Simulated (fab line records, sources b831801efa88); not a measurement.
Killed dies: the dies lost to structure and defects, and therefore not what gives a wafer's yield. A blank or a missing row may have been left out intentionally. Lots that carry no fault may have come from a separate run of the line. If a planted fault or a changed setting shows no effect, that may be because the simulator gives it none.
fab line records	flow sfq_line
record lots=7	wafers=21	last_day=95
route steps=325 shown A5B@210 R5@212
lots that met no fault: from a run of the same line without faults
start_h: start of the lot's first displayed wafer, in hours after the record's first day	wait_h: time in hours since the lot's previous step	" same as the row above	L1.1+2: a row that stands for several wafers	- no value, or no start given	* or withheld: withheld	< > ~ a bound
route shown NAME@n: names a module that has steps shown in the file, with the first one's number in the route	usual: mean/standard deviation taken from wafers without a fault	same: alike in all rows	chamber/n: place in a boat	sites: per-site readings	_std_site: the standard deviation of these	_edge_site: mean of outer sites minus mean of inner sites	radius_mm: how far each site lies from the wafer's centre	mask NAME#n: copy n	behind: the most recent tool/chamber to have shaped the wafer	hold: why the lot was held/for how many hours/how that ended	device: the n, p or np transistor that did not switch	end of line: the tests these same wafers got at the end of their route	a step given without rows: its recipe and nothing more	killed: the dies lost at the first sort to structure and to defects; this is not the yield of the wafer	map: a wafer's dies, x killed, . not, _ none there
set.NAME: the setting the step ran with; set.NAME@STEP: the setting that earlier step ran with	model.NAME: the simulator's own value behind a step, which no gauge read
a table for each step, a row for each wafer; lots at some steps of the route
services: from which hour (start_h, from the record's first day; less than 0 if before it) a tool's chamber was out of use, for how many hours, and why
## steps
# step SFQ_TRILAYER_A5B_CMP_CMP_130
# recipe stop_on=Nb	down_force_psi=3	platen_rpm=60	target_thk_nm=340.7
# usual motor_current_A=10.0/0.95	platen_rpm=60.00/0.043
lot.wafer	tool	chamber	start_h	wait_h	motor_current_A	platen_rpm
L590.2	cmp-01	1	1442.95	2.2	11.1	59.99
L590.1	"	2	"	"	9.7	60.01
L590.5	"	0	1444.45	3.7	11.2	60.09
L594.2	cmp-01	3	1456.18	1.0	9.3	60.02
L594.5	"	1	1457.18	2.0	10.8	60.06
L594.6	"	2	"	"	9.9	59.99
L602.2	cmp-02	3	1620.47	1.0	11.7	60.05
L602.5	"	1	1621.47	2.0	8.3	59.97
L602.6	"	2	"	"	8.6	59.96
L603.4	cmp-01	0	1622.20	0.5	10.8	60.01
L603.3	"	1	"	"	11.4	60.02
L603.5	"	0	1624.20	2.5	10.8	59.92
L604.4	cmp-02	0	1627.82	0.0	10.2	59.99
L604.3	"	3	1629.32	1.5	12.0	60.06
L604.5	"	0	"	"	9.7	59.96
L609.1	cmp-02	1	1738.23	0.0	8.8	60.00
L609.3	"	2	"	"	8.9	60.03
L609.5	"	1	1740.23	2.0	8.9	59.97
L612.2	cmp-01	2	1757.90	0.7	10.0	59.94
L612.4	"	0	1758.90	1.6	10.9	59.99
L612.5	"	3	1760.40	3.1	9.5	60.04
# step SFQ_TRILAYER_A5B_METRO_MEASURE_131
# usual thk_nm=342/6.3
lot.wafer	tool	chamber	start_h	wait_h	thk_nm
L590.1	film_metro-01	-	1444.95	1.0	323
L590.2	"	-	"	"	336
L590.5	"	-	"	"	339
L594.2	film_metro-01	-	1458.38	1.7	342
L594.5	"	-	"	"	336
L594.6	"	-	"	"	332
L602.2	film_metro-04	-	1622.67	1.7	334
L602.5	"	-	"	"	330
L602.6	"	-	"	"	341
L603.3	film_metro-04	-	1625.10	1.9	345
L603.4	"	-	"	"	342
L603.5	"	-	"	"	346
L604.3	film_metro-02	-	1631.22	1.4	345
L604.4	"	-	"	"	352
L604.5	"	-	"	"	344
L609.1	film_metro-04	-	1741.23	2.5	341
L609.3	"	-	"	"	348
L609.5	"	-	"	"	338
L612.2	film_metro-01	-	1761.10	2.7	336
L612.4	"	-	"	"	343
L612.5	"	-	"	"	347
# step SFQ_TRILAYER_R5_DEP_SPUTTER_132
# recipe material=Ti	base_pressure_pa=1.33e-06	target_thk_nm=5	power_w=2000	time_s=5	chamber_pressure_pa=0.4
# usual throttle_valve_pct=30.2/1.3
lot.wafer	tool	chamber	start_h	wait_h	throttle_valve_pct
L590.1	pvd_sputter-05	-	1446.15	1.0	31.0
L590.2	"	-	"	"	29.9
L590.5	"	-	"	"	31.1
L594.2	pvd_sputter-04	-	1459.38	0.8	31.7
L594.5	"	-	"	"	31.3
L594.6	"	-	"	"	30.7
L602.2	pvd_sputter-05	-	1623.67	0.8	30.1
L602.5	"	-	"	"	31.4
L602.6	"	-	"	"	26.8
L603.3	pvd_sputter-03	-	1625.90	0.6	30.5
L603.4	"	-	"	"	28.5
L603.5	"	-	"	"	29.6
L604.3	pvd_sputter-03	-	1632.02	0.6	29.6
L604.4	"	-	"	"	30.4
L604.5	"	-	"	"	31.1
L609.1	pvd_sputter-03	-	1742.43	1.0	30.3
L609.3	"	-	"	"	28.6
L609.5	"	-	"	"	31.0
L612.2	pvd_sputter-05	-	1762.10	0.8	31.2
L612.4	"	-	"	"	26.8
L612.5	"	-	"	"	29.7
# step SFQ_TRILAYER_R5_DEP_SPUTTER_133
# recipe material=MoNx	base_pressure_pa=1.33e-06	target_thk_nm=40	power_w=1000	time_s=66.7	chamber_pressure_pa=0.4
# usual throttle_valve_pct=30.2/1.3
lot.wafer	tool	chamber	start_h	wait_h	throttle_valve_pct
L590.1	pvd_sputter-05	-	1446.17	0.0	31.1
L590.2	"	-	"	"	30.0
L590.5	"	-	"	"	31.4
L594.2	pvd_sputter-04	-	1459.40	0.0	31.3
L594.5	"	-	"	"	31.4
L594.6	"	-	"	"	30.5
L602.2	pvd_sputter-05	-	1623.69	0.0	30.1
L602.5	"	-	"	"	31.4
L602.6	"	-	"	"	26.9
L603.3	pvd_sputter-03	-	1625.91	0.0	30.3
L603.4	"	-	"	"	28.8
L603.5	"	-	"	"	29.0
L604.3	pvd_sputter-03	-	1632.04	0.0	29.5
L604.4	"	-	"	"	30.6
L604.5	"	-	"	"	31.1
L609.1	pvd_sputter-03	-	1742.45	0.0	30.5
L609.3	"	-	"	"	28.8
L609.5	"	-	"	"	31.1
L612.2	pvd_sputter-05	-	1762.12	0.0	31.2
L612.4	"	-	"	"	26.6
L612.5	"	-	"	"	29.9
# step SFQ_TRILAYER_R5_DEP_SPUTTER_134
# recipe material=Ti	base_pressure_pa=1.33e-06	target_thk_nm=5	power_w=2000	time_s=5	chamber_pressure_pa=0.4
# usual throttle_valve_pct=30.2/1.3
lot.wafer	tool	chamber	start_h	wait_h	throttle_valve_pct
L590.1	pvd_sputter-05	-	1446.22	0.0	31.1
L590.2	"	-	"	"	29.7
L590.5	"	-	"	"	31.4
L594.2	pvd_sputter-04	-	1459.46	0.0	31.6
L594.5	"	-	"	"	31.4
L594.6	"	-	"	"	30.9
L602.2	pvd_sputter-05	-	1623.74	0.0	30.0
L602.5	"	-	"	"	31.6
L602.6	"	-	"	"	26.9
L603.3	pvd_sputter-03	-	1625.97	0.0	30.3
L603.4	"	-	"	"	28.7
L603.5	"	-	"	"	29.2
L604.3	pvd_sputter-03	-	1632.09	0.0	29.7
L604.4	"	-	"	"	30.2
L604.5	"	-	"	"	31.0
L609.1	pvd_sputter-03	-	1742.51	0.0	30.5
L609.3	"	-	"	"	28.6
L609.5	"	-	"	"	30.8
L612.2	pvd_sputter-05	-	1762.18	0.0	31.3
L612.4	"	-	"	"	26.9
L612.5	"	-	"	"	29.8
# step SFQ_R5_RS_MEAS_933
# recipe thk_meas_gauge=four-point-probe	reads=Ti_of_TRILAYER_R5_DEP_SPUTTER_134+MoNx_of_TRILAYER_R5_DEP_SPUTTER_133+Ti_of_TRILAYER_R5_DEP_SPUTTER_132
# usual R5_MONX_RS=7.06/0.076
lot.wafer	tool	chamber	start_h	wait_h	R5_MONX_RS[ohm/sq]
L590.1	film_metro-03	-	1446.24	0.0	6.98
L590.2	"	-	"	"	6.94
L590.5	"	-	"	"	6.99
L594.2	film_metro-03	-	1459.49	0.0	7.08
L594.5	"	-	"	"	7.07
L594.6	"	-	"	"	7.15
L602.2	film_metro-02	-	1623.78	0.0	7.06
L602.5	"	-	"	"	7.01
L602.6	"	-	"	"	6.99
L603.3	film_metro-02	-	1626.03	0.0	7.15
L603.4	"	-	"	"	7.07
L603.5	"	-	"	"	7.17
L604.3	film_metro-03	-	1632.15	0.0	7.15
L604.4	"	-	"	"	7.11
L604.5	"	-	"	"	7.07
L609.1	film_metro-02	-	1742.53	0.0	7.00
L609.3	"	-	"	"	6.94
L609.5	"	-	"	"	6.98
L612.2	film_metro-04	-	1762.22	0.0	7.10
L612.4	"	-	"	"	7.05
L612.5	"	-	"	"	7.07
# step SFQ_R5_THK_MEAS_934
# recipe thk_meas_gauge=xrf	reads=MoNx_of_TRILAYER_R5_DEP_SPUTTER_133
# usual R5_MONX_THK=39.6/0.53
lot.wafer	tool	chamber	start_h	wait_h	R5_MONX_THK[nm]
L590.1	film_metro-03	-	1446.36	0.1	40.4
L590.2	"	-	"	"	40.6
L590.5	"	-	"	"	40.1
L594.2	film_metro-03	-	1459.60	0.1	39.5
L594.5	"	-	"	"	39.7
L594.6	"	-	"	"	39.2
L602.2	film_metro-02	-	1623.89	0.1	39.1
L602.5	"	-	"	"	39.6
L602.6	"	-	"	"	39.6
L603.3	film_metro-02	-	1626.13	0.1	39.0
L603.4	"	-	"	"	39.3
L603.5	"	-	"	"	38.8
L604.3	film_metro-03	-	1632.25	0.1	39.4
L604.4	"	-	"	"	39.7
L604.5	"	-	"	"	40.0
L609.1	film_metro-02	-	1742.65	0.1	39.7
L609.3	"	-	"	"	40.1
L609.5	"	-	"	"	39.8
L612.2	film_metro-04	-	1762.33	0.1	38.9
L612.4	"	-	"	"	39.5
L612.5	"	-	"	"	39.2
# step SFQ_TRILAYER_R5_LITHO_COAT_141
# recipe resist=BARC	spin_rpm=3000	resist_thk_nm=62
# step SFQ_TRILAYER_R5_LITHO_COAT_136
# recipe resist=KrF	spin_rpm=3000	resist_thk_nm=600
# step SFQ_TRILAYER_R5_LITHO_SOFTBAKE_140
# recipe temp_c=withheld	time_s=withheld	resist=KrF
# step SFQ_TRILAYER_R5_LITHO_EXPOSE_137
# recipe mask_id=R5	na=0.6	source_shape=conventional	sigma_outer=0.65	target_cd_nm=500	dose_mj=14.4
# step SFQ_TRILAYER_R5_LITHO_PEB_139
# recipe peb_temp_c=115	peb_time_s=60	resist=KrF
# step SFQ_TRILAYER_R5_LITHO_DEVELOP_138
# recipe time_s=60	resist=KrF
# usual chill_plate_temp_C=22.98/0.11	exhaust_pa=45.1/0.86
lot.wafer	tool	chamber	start_h	wait_h	chill_plate_temp_C	exhaust_pa	model.KrF_of_TRILAYER_R5_LITHO_COAT_136.thk_nm
L590.1	litho_track-04	0	1449.66	0.1	22.89	45.6	573.6
L590.2	"	0	"	"	22.89	45.3	573.9
L590.5	"	0	"	"	22.96	46.1	572.5
L594.2	litho_track-01	0	1589.21	0.1	23.07	44.6	574.6
L594.5	"	0	"	"	22.98	45.5	573.8
L594.6	"	0	"	"	23.05	45.3	574
L602.2	litho_track-01	-	1739.18	0.1	-	-	600
L602.5	"	-	"	"	-	-	600.2
L602.6	"	-	"	"	-	-	600.9
L603.3	litho_track-01	-	1741.60	0.1	-	-	598.5
L603.4	"	-	"	"	-	-	599.2
L603.5	"	-	"	"	-	-	599
L604.3	litho_track-02	-	1746.40	0.1	-	-	601.3
L604.4	"	-	"	"	-	-	599.9
L604.5	"	-	"	"	-	-	600.5
L609.1	litho_track-01	0	1756.09	0.1	23.14	46.4	575.7
L609.3	"	0	"	"	22.98	45.5	573
L609.5	"	0	"	"	23.10	44.6	575.5
L612.2	litho_track-04	0	1780.11	0.1	23.05	45.5	572.8
L612.4	"	0	"	"	23.07	45.6	571.9
L612.5	"	0	"	"	22.96	44.7	573.4
# step SFQ_R5_OVL_MEAS_935
# usual R5_OVL=2/5.7
lot.wafer	tool	chamber	start_h	wait_h	R5_OVL[nm]
L590.1	overlay-01	-	1449.81	0.1	0
L590.2	"	-	"	"	5
L590.5	"	-	"	"	-1
L594.2	overlay-01	-	1589.34	0.1	-11
L594.5	"	-	"	"	-7
L594.6	"	-	"	"	-11
L602.2	overlay-02	-	1739.31	0.1	-
L602.5	"	-	"	"	-
L602.6	"	-	"	"	-
L603.3	overlay-02	-	1741.72	0.1	-
L603.4	"	-	"	"	-
L603.5	"	-	"	"	-
L604.3	overlay-02	-	1746.52	0.1	-
L604.4	"	-	"	"	-
L604.5	"	-	"	"	-
L609.1	overlay-02	-	1756.24	0.1	11
L609.3	"	-	"	"	8
L609.5	"	-	"	"	13
L612.2	overlay-02	-	1780.24	0.1	4
L612.4	"	-	"	"	0
L612.5	"	-	"	"	6
## services
tool	chamber	start_h	hours	kind
pvd_sputter-03	-	1419.17	3.4	repair
cmp-02	-	1431.68	4.0	pm
cmp-01	-	1438.23	0.7	repair
pvd_sputter-04	-	1455.75	2.8	repair
cmp-02	-	1466.25	0.4	repair
film_metro-04	-	1473.65	1.3	pm
cmp-01	-	1477.82	1.6	repair
pvd_sputter-03	-	1478.46	14.1	repair
pvd_sputter-05	-	1516.37	7.5	repair
cmp-02	-	1517.86	0.3	repair
film_metro-01	-	1525.12	0.6	pm
cmp-02	-	1528.55	6.8	pm
pvd_sputter-05	-	1547.02	3.7	repair
cmp-01	-	1560.44	0.6	repair
pvd_sputter-03	-	1591.52	5.4	repair
cmp-01	-	1610.15	4.0	pm
cmp-01	-	1657.27	1.5	repair
cmp-01	-	1696.41	0.2	repair
cmp-01	-	1715.98	3.4	pm
pvd_sputter-05	-	1737.08	4.5	repair
cmp-01	-	1748.65	1.2	repair
cmp-01	-	1749.81	0.7	repair
pvd_sputter-05	-	1757.86	3.9	repair
cmp-01	-	1762.65	0.4	repair
## key
first_sign step=SFQ_TRILAYER_R5_LITHO_DEVELOP_138	reading=tool_record	direction=missing
effect none on later readings
model_effect step=SFQ_TRILAYER_R5_LITHO_DEVELOP_138	value=KrF_of_TRILAYER_R5_LITHO_COAT_136.thk_nm	without=574.6	struck=599.9
met_at SFQ_TRILAYER_R5_LITHO_DEVELOP_138
struck_wafers L602.2,L602.5,L602.6,L603.3,L603.4,L603.5,L604.3,L604.4,L604.5
onset_between 1589.21 1739.18
fault kind=skipped_step_whole	tool=litho_track-01,litho_track-02	chamber=-	onset_h=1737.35	steps=SFQ_TRILAYER_R5_LITHO_DEVELOP_138	scope=struck_lots_only
